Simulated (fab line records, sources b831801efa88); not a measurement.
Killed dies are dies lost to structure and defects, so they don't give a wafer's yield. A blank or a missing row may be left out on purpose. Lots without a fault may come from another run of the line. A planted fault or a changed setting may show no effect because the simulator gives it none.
A struck lot beside a sound one | flow sfq_line | 13 steps out of a route of 325
Sound: wafers L246.2, L246.4, L246.5. Struck: wafers L249.1, L249.4, L249.6. The cause comes at the end.
At each step with rows: each side's tool, then ch and its chambers, then its first start. Under that, the readings that differ: sound wafers | struck wafers | difference of the means | sigmas: that difference in standard deviations of wafers without a fault.
alike: readings whose means differ by less than 2 such deviations, and words and numbers that are the same on both sides. not compared: withheld readings, readings that some wafer has no value for, bounds like >300 that may hide the same value, and numbers for which the record gives no deviation and whose values overlap.
The two part at a step that has a row with sigmas, a row that says differs or no value, or rows on one side only. Numbers that don't overlap but have no deviation are shown without sigmas and don't part them. A reading that every wafer of one side lacks parts them only if that side has two wafers or more.

SFQ_INCOMING_BOW_MEAS_900:
  sound on film_metro-02, day 2 01:01; struck on film_metro-04, day 2 16:00
  alike: INCOMING_BOW
then, 1 step without rows for these wafers: SFQ_TRILAYER_INCOMING_OXIDATION_002 (target thk 500 nm, ox time 4939 s).
SFQ_TRILAYER_L0_DEP_SPUTTER_003: material MoNx KI, target thk 40 nm, time 100 s.
  sound on pvd_sputter-03, day 2 03:29; struck on pvd_sputter-06, day 2 18:29
  alike: throttle_valve_pct
SFQ_L0_RS_MEAS_901: measures by four-point-probe.
  sound on film_metro-04, day 2 03:35; struck on film_metro-01, day 2 18:34
  alike: L0_MONX_KI_RS
SFQ_L0_THK_MEAS_902: measures by xrf.
  sound on film_metro-04, day 2 03:41; struck on film_metro-01, day 2 18:41
  alike: L0_MONX_KI_THK
SFQ_TRILAYER_L0_LITHO_COAT_010: resist thk 62 nm.
  sound on litho_track-03 ch 0, day 2 03:47; struck on litho_track-04 ch 0, day 2 18:44
  reading                                              | sound                | struck               | difference | sigmas
  spin_speed_rpm (rpm)                                 | 3000.3 2999.4 2997.5 | 2840.0 2844.2 2839.5 | -157.8     | -83
  model.BARC_of_TRILAYER_L0_LITHO_COAT_010.thk_nm (nm) | 62.01 62.09 62.19    | 63.83 63.95 64.05    | +1.85      |
then, 5 steps without rows for these wafers: SFQ_TRILAYER_L0_LITHO_COAT_005 (resist thk 600 nm); SFQ_TRILAYER_L0_LITHO_SOFTBAKE_009; SFQ_TRILAYER_L0_LITHO_EXPOSE_006 (exposes mask L0, target cd 2000 nm); SFQ_TRILAYER_L0_LITHO_PEB_008 (peb time 60 s); SFQ_TRILAYER_L0_LITHO_DEVELOP_007 (time 60 s).
SFQ_TRILAYER_L0_BARC_OPEN_METAL_ETCH_010: etches BARC in O2, target depth 125 nm, time 41.7 s.
  sound on rie_metal-02 ch 0,1, day 3 23:25; struck on rie_metal-04 ch 1, day 4 18:43
  reading                  | sound             | struck            | difference | sigmas
  model.etch.depth_nm (nm) | 62.01 62.09 62.19 | 63.83 63.95 64.05 | +1.85      |
  alike: drypump_motor_current_A, oes_product_au
  not compared: rf_hours_counter_h
SFQ_TRILAYER_L0_ETCH_METAL_ETCH_008: etches MoNx KI in SF6/O2, stops on SiO2, target depth 50 nm, time 25 s.
  sound on rie_metal-02 ch 0,1, day 3 23:29; struck on rie_metal-04 ch 1, day 4 18:47
  alike: drypump_motor_current_A, oes_product_au
  not compared: rf_hours_counter_h

WHERE THEY PART
Only at SFQ_TRILAYER_L0_LITHO_COAT_010, within this record. Later steps at which nothing parts them and some readings are alike: SFQ_TRILAYER_L0_BARC_OPEN_METAL_ETCH_010, SFQ_TRILAYER_L0_ETCH_METAL_ETCH_008.

WHY: what the simulator had put in
Process parameter drift: litho_track-04, from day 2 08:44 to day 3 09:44, at SFQ_TRILAYER_L0_LITHO_COAT_010. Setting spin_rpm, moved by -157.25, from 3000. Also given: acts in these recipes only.
